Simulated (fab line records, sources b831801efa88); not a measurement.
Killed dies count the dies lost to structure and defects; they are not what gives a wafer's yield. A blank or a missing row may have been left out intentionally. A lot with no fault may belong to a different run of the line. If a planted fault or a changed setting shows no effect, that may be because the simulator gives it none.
One fault through the eyes of 2 desks	flow sfq_line	each desk holds nothing but its own numbers, with what lay behind them at the end

## THE METROLOGY DESK
What the gauges read for every lot (on any tool): the sampled wafers with a number, averaged. Any lot whose mean is over 4 standard deviations away from the usual mean is out of limits and marked OUT; that distance is given in the brackets.
Columns: A = M8_BOW at SFQ_M8_BOW_MEAS_951, usual 8 um
lot	first seen here	A
L442	day 76 19:40	6
L443	day 77 08:53	-2
L444	day 80 10:08	12
L445	day 80 13:44	-6
L446	day 80 14:55	9
L447	day 80 19:42	10
L448	day 81 01:42	13
L449	day 81 05:18	18
L450	day 81 07:42	19
L451	day 81 14:02	0
L452	day 81 17:28	1
L453	day 81 18:46	22
L454	day 81 22:59	7
L457	day 83 07:11	12
Result from this desk: across the 14 lots, nothing is out of limits.

## DESK OF THE TOOL OWNER: rie_metal-04
The tool's own readings at SFQ_TRILAYER_L0_BARC_OPEN_METAL_ETCH_010 (etches BARC in O2, target depth 125 nm, time 41.7 s): means of the sampled wafers that have a number, for each lot that ran on this tool. Any lot whose mean is over 4 standard deviations away from the usual mean is out of limits and marked OUT; that distance is given in the brackets.
Columns: A = drypump_motor_current_A at SFQ_TRILAYER_L0_BARC_OPEN_METAL_ETCH_010, usual 6.0 A; B = oes_product_au at SFQ_TRILAYER_L0_BARC_OPEN_METAL_ETCH_010, usual 0.685 a.u.; C = rf_fwd_power_W at SFQ_TRILAYER_L0_BARC_OPEN_METAL_ETCH_010, usual 595.3 W; D = run_length_s at SFQ_TRILAYER_L0_BARC_OPEN_METAL_ETCH_010, usual 69.78 s
lot	first seen here	A	B	C	D
L443	day 4 14:23	5.5	0.683	594.8	69.53
L444	day 4 17:59	6.0	0.685	592.7	70.01
L451	day 6 12:53	5.5	0.683	595.9	69.55
L452	day 6 16:29	6.0	0.686	595.9	69.91
L453	day 6 20:04	6.4	0.730 (+11) OUT	599.1	66.80 (-9.9) OUT
L454	day 7 02:04	5.6	0.714 (+7.2) OUT	595.4	67.76 (-6.7) OUT
L457	day 7 20:34	6.0	0.708 (+5.6) OUT	592.2	67.71 (-6.9) OUT
This desk finds L453, L454, L457 out of limits, L453 being first, at day 6 20:04 (oes_product_au at SFQ_TRILAYER_L0_BARC_OPEN_METAL_ETCH_010). Within limits: L443, L444, L451, L452.

## TAKEN TOGETHER
The tool owner's desk could have raised an alarm at day 6 20:04, on L453, L454, L457.
At the metrology desk, nothing out of limits was observed.
The metrology desk holds a record of L453, L454, L457, inside its limits.
The lots listed all ran SFQ_TRILAYER_L0_BARC_OPEN_METAL_ETCH_010 on rie_metal-04.

## WHAT THE SIMULATOR HAD PUT IN
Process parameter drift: rie_metal-04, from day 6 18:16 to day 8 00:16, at SFQ_TRILAYER_L0_BARC_OPEN_METAL_ETCH_010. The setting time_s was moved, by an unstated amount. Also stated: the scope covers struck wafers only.
Shown lots that were struck: L453, L454, L457.
Delay in hours, fault start to first out-of-limits reading, by desk: the tool owner's desk at 2.
